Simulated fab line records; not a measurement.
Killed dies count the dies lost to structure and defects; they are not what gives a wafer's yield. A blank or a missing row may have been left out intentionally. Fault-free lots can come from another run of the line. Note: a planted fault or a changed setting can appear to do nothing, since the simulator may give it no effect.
Problem report, 8D (eight disciplines) form, completed by code ; flow gf180mcu ; the parts of the form that need people (team, actions taken, sign-off) are left out

1. PROBLEM STATEMENT
Wafers without a fault read 399.9 nm with a standard deviation of 2.5, while cd_nm at GF_NSD_CD_MEAS_07 averages 275.1 nm across 2 wafers of 1 lot. Relative to the usual mean, that is a shift of -50 standard deviations.
The step: target cd 400 nm.
First observed at day 18 07:03: wafer L369.4, on cd_sem-01. At this step, 39 wafers from 13 lots have a number in the record. By rule, "out" or "out of limits" means more than 4 standard deviations away from the usual mean. The other wafers with a number count as sound.

2. WHAT IT IS, AND WHAT IT ISN'T
question;is;is not
which readings at this step;cd_nm;-
which lots;L369;L355, L356, L357, L359, L360, L361, L372, L373, L374, L375, L376, L377
which wafers of those lots;L369.4, L369.6;L369.1
read on which gauges;cd_sem-01;cd_sem-02
when;from day 18 07:03;"up to then (19 sound wafers); but 18 sound wafers of L372, L373, L374, L375, L376, L377 came after"

3. SUSPECTS, AND WHAT RULES EACH OUT
Counting: if a tool at a process step up to the reading ran every lot that is out, it stays a suspect. Sound lots after the first of them don't rule it out here, since some wafers of a struck lot are sound.
- the gauge at GF_NSD_CD_MEAS_07: kept. All the wafers that are out were read on cd_sem-01, and no step on other tools shows them out.
- plasma_asher-04 at GF_HV_LDD_STRIP_22 (strips in O2/N2): kept. It processed L369, the lot that is out, at day 15 06:58, and its most recent sound lot before then was L357 at day 11 06:07.
- litho_track-04 at GF_NSD_DEVELOP_06 (develop time 60 s): kept. It processed L369, the lot that is out, at day 18 06:54, and its most recent sound lot before then was L357 at day 13 19:51.
After the count, these remain: plasma_asher-04 at GF_HV_LDD_STRIP_22, litho_track-04 at GF_NSD_DEVELOP_06 and cd_sem-01 at GF_NSD_CD_MEAS_07.

4. THE CAUSE (what the simulator had put in)
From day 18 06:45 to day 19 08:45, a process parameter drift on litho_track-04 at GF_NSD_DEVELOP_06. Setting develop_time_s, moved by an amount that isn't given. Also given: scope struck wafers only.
After counting, 3 suspects remain, this tool included.

5. THE CHAIN OF EFFECTS, in route order
Rows list readings where the struck wafers' mean (over those with a number) sits beyond 3 standard deviations from the usual. Readings are gone through only where the record gives a usual standard deviation; hours: the median, over the lots, of the time from a lot's start at the first step in this table giving one to that lot's start at this step; sigmas: the change measured in usual standard deviations.
hours;step;reading;usual;on struck wafers;change;sigmas
0;GF_NSD_CD_MEAS_07;cd_nm;399.9 nm;275.1;-124.8;-50
At these later measuring or inspecting steps, every struck wafer for which the step has a row has a number for every such reading, and none has moved that far: GF_PSD_RS_MEAS_14.

6. WHAT WOULD HAVE CAUGHT IT SOONER
Counted from the fault's start at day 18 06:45, it took 0 hours until the first out-of-limits reading at a measuring or inspecting step in this record, taken at day 18 07:03.
Tool readings at GF_NSD_DEVELOP_06 with a usual standard deviation given in the record: none out on any struck wafer, hence no alarm at a limit of 4 standard deviations on them.
Each of the lots that are out, 1 in all, had begun GF_NSD_DEVELOP_06 on litho_track-04 no later than day 18 07:03. Tool hold at that time: it would have spared none of them.
